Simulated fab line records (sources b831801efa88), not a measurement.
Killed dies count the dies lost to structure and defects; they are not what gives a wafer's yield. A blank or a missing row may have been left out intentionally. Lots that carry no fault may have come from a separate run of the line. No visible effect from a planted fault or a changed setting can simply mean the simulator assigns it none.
fab line records	flow sky130
record: lots: 5	wafers: 15	lastDay: 50
route steps=708 shown METAL5@671 PASSIVATION@681 PAD_OPEN@694
lots that met no fault: taken from a fault-free run of the same line
startH: the number of hours between the record's first day and the start of the first shown wafer of the lot	waitH: how many hours have passed since the lot's step before this one	" same as the row above	L1.1+2: a row that stands for several wafers	- value missing, or start not given	* or withheld: withheld	< > ~ a bound
route shown NAME@n: names a module that has steps shown in the file, with the first one's number in the route	usual: mean/standard deviation taken from wafers without a fault	same: alike in all rows	chamber/n: place in a boat	sites: readings site by site	_std_site: their standard deviation	_edge_site: inner sites' mean taken away from outer sites' mean	radiusMm: how far each site lies from the wafer's centre	mask NAME#n: copy n	behind: tool/chamber where the wafer was last shaped	hold: why the lot was held/for how many hours/how that ended	device: names the non-switching transistor (n, p or np)	end of line: the route-end tests of the same wafers	a step without rows: its recipe alone	killed: dies lost to structure and defects at the first sort, not the wafer's yield	map: the dies of a wafer, with x for killed, . for not killed, _ for no die there
set.NAME: the setting as run; set.NAME@STEP: as run at that earlier step	model.NAME: the simulator's own value behind a step, which no gauge read
lots seen at some steps along the route; tables by step, rows by wafer
services: from which hour (startH, from the record's first day; less than 0 if before it) a tool's chamber was out of use, for how many hours, and why
== steps ==
step: SKY_METAL5_SOFTBAKE_10
recipe: tempC: 89.37	timeS: 60	resist: NOVOLAK
step: SKY_METAL5_EXPOSE_11
recipe: maskId: MM5	na: 0.6	sourceShape: conventional	sigmaOuter: 0.6	polarization: unpolarized	targetCdNm: 1600	doseMj: 190
step: SKY_METAL5_PEB_12
recipe: tempC: withheld	timeS: *	resist: NOVOLAK
step: SKY_METAL5_DEVELOP_13
recipe: resist: NOVOLAK	developer: TMAH	developTimeS: 60	devTempC: 23
step: SKY_METAL5_DESCUM_14
recipe: chemistry: O2	sourcePowerW: 150	biasPowerW: 0	pressureMtorr: 10	tempC: 40	timeS: 11
step: SKY_METAL5_METAL_ETCH_15
recipe: targetDepthA: 12600	stopOn: SiO2	overEtchFrac: 0.2	timeS: 252	chemistry: Cl2/BCl3	resistSidewallDeg: 86	pressureMtorr: 10	icpW: 900	biasW: 48.5	Cl2_flow_sccm: 60	bcl3FlowSccm: 30
usual: drypumpMotorCurrentA: 5.8/0.48	oesProductAu: 0.894/0.005	throttleValvePct: 22.264/0.0092
same: overEtchFrac: 0.2	timeS: 252
lot.wafer	tool	chamber	startH	waitH	drypumpMotorCurrentA	oesProductAu	rfHoursCounterH	throttleValvePct
L411.4	rieMetal-04	1	1036.36	0.1	6.3	0.896	-	22.254
L411.5	"	0	"	"	6.0	0.898	-	22.260
L411.6	"	1	"	"	6.3	0.893	-	22.271
L412.1	rieMetal-04	0	1045.73	0.0	6.1	0.890	6	22.260
L412.2	"	1	"	"	6.3	0.891	11	22.251
L412.4	"	0	"	"	6.0	0.894	-	22.267
L415.2	rieMetal-04	1	1079.50	0.0	6.3	0.895	14	22.252
L415.3	"	0	"	"	6.0	0.893	-	22.262
L415.5	"	0	"	"	6.0	0.892	-	22.280
L424.1	rieMetal-04	1	1120.43	0.0	6.3	0.885	15	22.268
L424.2	"	0	"	"	6.0	0.897	14	22.255
L424.3	"	0	"	"	6.1	0.891	-	22.275
L432.3	rieMetal-03	0	1168.32	0.1	4.9	0.897	-	22.267
L432.5	"	0	"	"	4.9	0.886	-	22.262
L432.6	"	1	"	"	5.9	0.894	-	22.260
step: SKY_METAL5_STRIP_16
recipe: chemistry: O2/N2	powerW: 1422	pressureMtorr: 1500	platenTempC: withheld	o2FlowSccm: 3000	n2FlowSccm: 300	overashFraction: 0.5
usual: drypumpMotorCurrentA: 6.11/0.26	oesProductAu: 0.716/0.0049	stripTimeToEndpointS: 12.89/0.096
lot.wafer	tool	chamber	startH	waitH	drypumpMotorCurrentA	oesProductAu	rfHoursCounterH	stripTimeToEndpointS
L411.4	plasmaAsher-01	1	1036.55	0.1	5.88	0.713	-	12.90
L411.5	"	1	"	"	5.89	0.714	-	12.86
L411.6	"	0	"	"	6.16	0.719	-	12.96
L412.1	plasmaAsher-01	1	1045.96	0.2	5.90	0.715	119	12.95
L412.2	"	0	"	"	6.17	0.705	119	12.92
L412.4	"	1	"	"	5.91	0.714	-	12.96
L415.2	plasmaAsher-03	0	1079.81	0.2	5.79	0.718	34	13.06
L415.3	"	1	"	"	6.47	0.715	-	13.03
L415.5	"	1	"	"	6.51	0.723	-	13.05
L424.1	plasmaAsher-03	0	1120.66	0.2	5.80	0.723	38	12.96
L424.2	"	1	"	"	6.49	0.721	38	12.95
L424.3	"	1	"	"	6.48	0.716	-	12.96
L432.3	plasmaAsher-04	0	1168.51	0.1	6.03	0.716	-	12.71
L432.5	"	0	"	"	6.05	0.719	-	12.77
L432.6	"	1	"	"	6.25	0.719	-	12.80
step: SKY_METAL5_STRIP_17
recipe: chemistry: postEtchResidueRemover	timeS: 1200	tempC: 72.5
step: SKY_METAL5_CLEAN_18
recipe: chemistry: IPA	timeS: 180	tempC: 25
step: SKY_METAL5_CLEAN_19
recipe: chemistry: O3/DIW	dry: n2Spin
step: SKY_PASSIVATION_CVD_00
recipe: material: SiO2	targetThkNm: 90	tempC: 400	timeS: withheld	rfW: 600
usual: heaterPowerW: 647/76
lot.wafer	tool	chamber	startH	waitH	heaterPowerW
L411.4	pecvd-03	2	1037.12	0.0	623
L411.5	"	1	"	"	520
L411.6	"	0	"	"	595
L412.1	pecvd-01	0	1046.56	0.0	621
L412.2	"	2	"	"	602
L412.4	"	2	"	"	612
L415.2	pecvd-04	1	1080.75	0.0	736
L415.3	"	2	"	"	555
L415.5	"	2	"	"	561
L424.1	pecvd-04	2	1121.26	0.0	558
L424.2	"	1	"	"	726
L424.3	"	0	"	"	727
L432.3	pecvd-04	0	1169.07	0.0	725
L432.5	"	0	"	"	728
L432.6	"	1	"	"	748
step: SKY_PASSIVATION_THK_MEAS_01
recipe: reads: SiO2_of_PASSIVATION_CVD_00
usual: PASSIVATION_CVD_00_THK: 89.6/1.2
lot.wafer	tool	chamber	startH	waitH	PASSIVATION_CVD_00_THK[nm]
L411.4	filmMetro-03	-	1037.16	-	88.6
L411.5	"	-	"	"	88.3
L411.6	"	-	"	"	89.8
L412.1	filmMetro-03	-	1046.59	-	88.0
L412.2	"	-	"	"	88.5
L412.4	"	-	"	"	89.3
L415.2	filmMetro-01	-	1080.78	-	87.8
L415.3	"	-	"	"	88.1
L415.5	"	-	"	"	89.8
L424.1	filmMetro-03	-	1121.28	-	88.8
L424.2	"	-	"	"	89.0
L424.3	"	-	"	"	88.7
L432.3	filmMetro-01	-	1169.11	-	88.6
L432.5	"	-	"	"	89.7
L432.6	"	-	"	"	90.8
step: SKY_PASSIVATION_CVD_02
recipe: material: Si3N4	targetThkNm: 540	tempC: 400	timeS: withheld	rfW: 450
usual: heaterPowerW: 714/79
lot.wafer	tool	chamber	startH	waitH	heaterPowerW	model.Si3N4_of_PASSIVATION_CVD_02.thkNm
L411.4	pecvd-04	2	1037.30	0.1	697	542.7
L411.5	"	0	"	"	707	542
L411.6	"	1	"	"	823	536.9
L412.1	pecvd-03	2	1046.65	0.1	809	535.3
L412.2	"	1	"	"	581	545.6
L412.4	"	1	"	"	616	551.2
L415.2	pecvd-03	2	1080.83	0.0	757	534.2
L415.3	"	0	"	"	551	612.4
L415.5	"	1	"	"	667	557
L424.1	pecvd-01	1	1121.34	0.1	773	536.4
L424.2	"	0	"	"	789	540.1
L424.3	"	2	"	"	619	537.9
L432.3	pecvd-01	0	1169.15	0.0	776	531.4
L432.5	"	1	"	"	726	536.7
L432.6	"	2	"	"	587	538.1
step: SKY_PASSIVATION_THK_MEAS_03
recipe: reads: Si3N4_of_PASSIVATION_CVD_02
usual: PASSIVATION_CVD_02_THK: 542/6.6
lot.wafer	tool	chamber	startH	waitH	PASSIVATION_CVD_02_THK[nm]
L411.4	filmMetro-04	-	1037.45	-	543
L411.5	"	-	"	"	542
L411.6	"	-	"	"	537
L412.1	filmMetro-03	-	1046.87	-	535
L412.2	"	-	"	"	546
L412.4	"	-	"	"	551
L415.2	filmMetro-03	-	1081.07	-	535
L415.3	"	-	"	"	613
L415.5	"	-	"	"	558
L424.1	filmMetro-03	-	1121.57	-	537
L424.2	"	-	"	"	540
L424.3	"	-	"	"	538
L432.3	filmMetro-01	-	1169.39	-	531
L432.5	"	-	"	"	536
L432.6	"	-	"	"	538
step: SKY_PASSIVATION_DEHYDRATE_04
recipe: tempC: 200	timeS: 60
step: SKY_PASSIVATION_HMDS_05
recipe: primeTimeS: 60	primeTempC: 120
step: SKY_PASSIVATION_COAT_06
recipe: spinRpm: 2000	resistThkNm: 3000
step: SKY_PASSIVATION_SOFTBAKE_07
recipe: tempC: 110	timeS: withheld
step: SKY_PASSIVATION_EXPOSE_08
recipe: maskId: NSM	targetCdNm: 3000	na: 0.57	doseMj: 260
step: SKY_PASSIVATION_PEB_09
recipe: tempC: 115	timeS: withheld
step: SKY_PASSIVATION_DEVELOP_10
recipe: developTimeS: 60	devTempC: 23
step: SKY_PASSIVATION_ETCH_11
recipe: chemistry: CF4/O2	targetDepthNm: 725	stopOn: AlCu	sourceW: 800	biasW: 150	pressureMtorr: 150	cf4FlowSccm: 80	O2_flow_sccm: 10	timeS: 161.1
usual: drypumpMotorCurrentA: 5.7/0.42	oesProductAu: 0.978/0.007	throttleValvePct: 5.963/0.0093
same: timeS: 161.1
lot.wafer	tool	chamber	startH	waitH	drypumpMotorCurrentA	oesProductAu	rfHoursCounterH	throttleValvePct
L411.4	rieDiel-03	1	1059.24	-	5.8	0.975	15	5.988
L411.5	"	1	"	"	5.8	0.974	-	5.957
L411.6	"	2	"	"	6.3	0.979	-	5.968
L412.1	rieDiel-01	2	1068.70	-	5.4	0.971	18	5.977
L412.2	"	3	"	"	5.5	0.977	26	5.956
L412.4	"	1	"	"	5.5	0.975	5	5.959
L415.2	rieDiel-01	2	1101.56	-	5.4	0.979	19	5.962
L415.3	"	3	"	"	5.5	0.966	28	5.965
L415.5	"	1	"	"	5.5	0.976	-	5.967
L424.1	rieDiel-01	3	1141.40	-	5.5	0.976	29	5.961
L424.2	"	2	"	"	5.4	0.971	21	5.952
L424.3	"	1	"	"	5.5	0.977	8	5.967
L432.3	rieDiel-04	3	1185.80	-	5.9	0.970	24	5.945
L432.5	"	1	"	"	6.3	0.972	-	5.972
L432.6	"	0	"	"	4.8	0.984	-	5.964
step: SKY_PASSIVATION_STRIP_12
recipe: chemistry: O2/N2	powerW: 1400	pressureMtorr: 1500	platenTempC: withheld	overashFraction: 0.7	o2FlowSccm: 3000	n2FlowSccm: 300
usual: drypumpMotorCurrentA: 6.0/0.46	oesProductAu: 0.660/0.005	stripTimeToEndpointS: 31.50/0.12
lot.wafer	tool	chamber	startH	waitH	drypumpMotorCurrentA	oesProductAu	rfHoursCounterH	stripTimeToEndpointS
L411.4	plasmaAsher-02	0	1059.38	0.1	6.3	0.665	-	31.68
L411.5	"	0	"	"	6.3	0.661	-	31.74
L411.6	"	1	"	"	5.2	0.664	-	31.59
L412.1	plasmaAsher-03	1	1068.81	0.1	6.5	0.663	33	31.40
L412.2	"	0	"	"	5.8	0.665	33	31.57
L412.4	"	1	"	"	6.5	0.659	-	31.67
L415.2	plasmaAsher-03	1	1101.67	0.1	6.5	0.663	36	31.58
L415.3	"	0	"	"	5.8	0.659	-	31.42
L415.5	"	1	"	"	6.5	0.664	-	31.55
L424.1	plasmaAsher-02	1	1141.50	0.1	5.2	0.653	99	31.32
L424.2	"	0	"	"	6.4	0.660	99	31.43
L424.3	"	1	"	"	5.2	0.666	-	31.59
L432.3	plasmaAsher-01	0	1185.94	0.1	6.2	0.666	-	31.49
L432.5	"	1	"	"	5.9	0.665	-	31.59
L432.6	"	0	"	"	6.2	0.667	-	31.60
step: SKY_PAD_OPEN_DEHYDRATE_00
recipe: tempC: 200	timeS: 60
step: SKY_PAD_OPEN_HMDS_01
recipe: primeTimeS: 60	primeTempC: 120
step: SKY_PAD_OPEN_COAT_02
recipe: spinRpm: 2000	resistThkNm: 3000
step: SKY_PAD_OPEN_SOFTBAKE_03
recipe: tempC: 110	timeS: withheld
step: SKY_PAD_OPEN_EXPOSE_04
recipe: maskId: PDM	targetCdNm: 60000	na: 0.57	doseMj: 266.4
step: SKY_PAD_OPEN_PEB_05
recipe: tempC: 115	timeS: withheld
step: SKY_PAD_OPEN_DEVELOP_06
recipe: developTimeS: 60	devTempC: 23
step: SKY_PAD_OPEN_ETCH_07
recipe: chemistry: CF4/O2	targetDepthNm: 725	stopOn: AlCu	sourceW: 800	biasW: 150	pressureMtorr: 150	cf4FlowSccm: 80	O2_flow_sccm: 10	timeS: 161.1
step: SKY_PAD_OPEN_STRIP_08
recipe: chemistry: O2/N2	powerW: 1400	pressureMtorr: 1500	platenTempC: withheld	overashFraction: 0.7	o2FlowSccm: 3000	n2FlowSccm: 300
step: SKY_PAD_OPEN_STRIP_09
recipe: chemistry: postEtchResidueRemover	timeS: 1200	tempC: 72.5
usual: tempC: 72.51/0.12
same: timeS: 1200
lot.wafer	tool	chamber	startH	waitH	tempC	model.Si3N4_of_PASSIVATION_CVD_02.thkNm
L411.4	wetBench-01	3	1080.81	0.0	72.55	542.4
L411.5	"	3	"	"	72.30	541.7
L411.6	"	3	"	"	72.41	536.5
L412.1	wetBench-03	0	1089.82	0.1	72.48	534.9
L412.2	"	0	"	"	72.33	545.3
L412.4	"	0	"	"	72.51	550.8
L415.2	wetBench-01	0	1122.07	0.1	72.53	533.9
L415.3	"	0	"	"	72.78	612
L415.5	"	0	"	"	72.53	556.6
L424.1	wetBench-02	0	1160.20	0.1	72.36	536.1
L424.2	"	0	"	"	72.44	539.7
L424.3	"	0	"	"	72.53	537.6
L432.3	wetBench-01	1	1201.91	0.0	72.46	531.1
L432.5	"	1	"	"	72.42	536.3
L432.6	"	1	"	"	72.52	537.7
step: SKY_PAD_OPEN_CLEAN_10
recipe: chemistry: IPA	timeS: 180	tempC: 25
step: SKY_PAD_OPEN_PROBE_99
usual: defectLimitedYield: 82.5/1.6	killed_at_M0_to_M3: 43/6.6	killed_at_M4_up: 3.4/1.8	killedAtContacts: 24/5.7	killedAtFrontEnd: 15/4.2	killedAtOther: 0.3/0.58	killedDies: 86/8	killedOpen: 46/7.2	killedShort: 39/5.8	sort_bin_3_pad_short: 0.9/0.41	sort_bin_5_function: 10.3/1.2	sort_bin_6_memory: 6.3/1.1	sortNPass: 406/8	sortYieldPct: 82.5/1.6
same: grossDies: 492	killedAtBackSide: 0	sort_bin_4_leakage[%]: 0	sort_bin_8_speed[%]: 0
lot.wafer	tool	chamber	startH	waitH	defectLimitedYield[%]	killed_at_M0_to_M3	killed_at_M4_up	killedAtContacts	killedAtFrontEnd	killedAtOther	killedDies	killedOpen	killedShort	sort_bin_3_pad_short[%]	sort_bin_5_function[%]	sort_bin_6_memory[%]	sortNPass	sortYieldPct[%]
L411.4	prober-01	-	1083.13	0.2	83.1	36	7	30	10	0	83	49	34	0.8	8.7	7.3	409	83.1
L411.5	prober-01	-	1083.18	0.2	79.3	53	1	25	23	0	102	61	40	0.8	11.8	8.1	390	79.3
L411.6	prober-01	-	1083.23	0.2	84.6	34	1	27	13	1	76	38	38	0.6	11.2	3.7	416	84.6
L415.2	prober-01	-	1124.23	0.1	82.9	40	4	31	9	0	84	53	31	0.4	9.8	6.9	408	82.9
L415.3	prober-01	-	1124.28	0.2	81.1	50	2	15	26	0	93	54	39	0.8	12.2	5.9	399	81.1
L415.5	prober-01	-	1124.38	0.2	83.1	37	2	25	19	0	83	47	35	0	12.0	4.9	409	83.1
L424.1	prober-01	-	1162.32	0.1	83.1	37	3	27	16	0	83	49	33	1.0	10.2	5.7	409	83.1
L424.2	prober-01	-	1162.37	0.1	81.1	45	7	27	14	0	93	50	43	0.8	12.4	5.7	399	81.1
L424.3	prober-01	-	1162.42	0.2	81.3	44	3	27	18	0	92	42	50	2.2	11.2	5.3	400	81.3
killed by level:class
L411.4 LI_CONTACT:geometricParticle:open=11 VIA3:geometricParticle:open=9 CONTACT:geometricParticle:open=7 VIA1:geometricParticle:open=7 VIA2:geometricParticle:open=6 METAL4:geometricParticle:short=6 METAL3:geometricParticle:short=4 LI_CONTACT:geometricParticle:short=4
L411.5 VIA1:geometricParticle:open=18 CONTACT:geometricParticle:open=13 METAL1:geometricParticle:short=9 LI_CONTACT:geometricParticle:open=7 POLY_GATE:geometricParticle:open=6 VIA3:geometricParticle:open=6 VIA1:geometricParticle:short=5 FIELD_ISO:geometricParticle:open=4
L411.6 LI_CONTACT:geometricParticle:open=10 CONTACT:geometricParticle:open=8 VIA1:geometricParticle:open=8 VIA1:geometricParticle:short=7 CONTACT:geometricParticle:short=5 METAL2:geometricParticle:short=5 LI_CONTACT:geometricParticle:short=4 METAL1:geometricParticle:short=4
L415.2 CONTACT:geometricParticle:open=15 VIA2:geometricParticle:open=11 LI_CONTACT:geometricParticle:open=8 METAL1:geometricParticle:short=6 VIA1:geometricParticle:open=6 FIELD_ISO:geometricParticle:short=3 METAL2:geometricParticle:short=3 LOCAL_INTERCONNECT:geometricParticle:short=3
L415.3 VIA1:geometricParticle:open=12 VIA2:geometricParticle:open=8 FIELD_ISO:geometricParticle:short=7 CONTACT:geometricParticle:open=7 VIA3:geometricParticle:open=6 FIELD_ISO:geometricParticle:open=5 POLY_GATE:geometricParticle:short=5 VIA2:geometricParticle:short=5
L415.5 VIA1:geometricParticle:open=12 CONTACT:geometricParticle:open=8 FIELD_ISO:geometricParticle:short=6 POLY_GATE:geometricParticle:open=6 LOCAL_INTERCONNECT:geometricParticle:short=6 CONTACT:geometricParticle:short=5 LI_CONTACT:geometricParticle:open=4 VIA2:geometricParticle:open=4
L424.1 CONTACT:geometricParticle:open=13 VIA1:geometricParticle:open=11 VIA2:geometricParticle:open=8 POLY_GATE:geometricParticle:short=5 CONTACT:geometricParticle:short=5 FIELD_ISO:geometricParticle:open=4 LI_CONTACT:geometricParticle:short=4 METAL1:geometricParticle:short=4
L424.2 VIA1:geometricParticle:open=9 CONTACT:geometricParticle:open=8 FIELD_ISO:geometricParticle:open=7 VIA2:geometricParticle:open=7 METAL2:geometricParticle:short=7 LI_CONTACT:geometricParticle:open=6 VIA2:geometricParticle:short=6 VIA3:geometricParticle:open=5
L424.3 VIA1:geometricParticle:open=9 LOCAL_INTERCONNECT:geometricParticle:short=8 CONTACT:geometricParticle:open=7 VIA1:geometricParticle:short=7 VIA2:geometricParticle:open=7 CONTACT:geometricParticle:short=5 METAL2:geometricParticle:short=5 FIELD_ISO:geometricParticle:short=4
== services ==
tool	chamber	startH	hours	kind
pecvd-01	1	1014.95	8.1	repair
rieDiel-03	3	1028.97	14.7	repair
rieDiel-01	2	1033.71	3.0	repair
rieDiel-03	0	1037.16	2.3	repair
rieDiel-04	-	1045.92	14.6	pm
plasmaAsher-01	-	1055.25	9.0	pm
pecvd-04	-	1057.74	1.2	repair
plasmaAsher-01	-	1064.25	2.8	pm
rieDiel-04	2	1073.11	2.2	repair
plasmaAsher-04	-	1076.60	5.4	repair
pecvd-01	-	1077.39	6.0	pm
rieDiel-01	2	1082.61	12.5	repair
plasmaAsher-04	-	1086.10	2.4	repair
rieMetal-03	0	1093.02	21.8	repair
rieMetal-04	1	1094.80	22.5	repair
plasmaAsher-01	-	1099.30	2.7	repair
pecvd-04	-	1114.09	4.2	repair
plasmaAsher-02	-	1134.08	1.1	repair
pecvd-01	-	1147.86	1.6	repair
pecvd-01	-	1161.04	0.5	repair
rieMetal-04	1	1163.18	6.5	repair
rieDiel-01	3	1168.50	4.3	repair
pecvd-04	-	1172.71	2.8	pm
pecvd-04	-	1177.60	1.9	repair
== key ==
firstSign: step: SKY_PASSIVATION_THK_MEAS_03	reading: PASSIVATION_CVD_02_THK	direction: up	sigmas: 11	usual: 542	struck: 613
effect none on later readings
modelEffect: step: SKY_PASSIVATION_CVD_02	value: Si3N4_of_PASSIVATION_CVD_02.thkNm	without: 534.5	struck: 612.4
modelEffect: step: SKY_PAD_OPEN_STRIP_09	value: Si3N4_of_PASSIVATION_CVD_02.thkNm	without: 534.1	struck: 612
metAt SKY_PASSIVATION_CVD_02
struckWafers L415.3
onsetBetween 1046.65 1080.83
fault: kind: processParameterDrift	tool: pecvd-03	chamber: -	onsetH: 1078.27	steps: SKY_PASSIVATION_CVD_02	channel: timeS	offset: withheld	shape: step	endH: 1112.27	scope: struckWafersOnly	actsIn: *
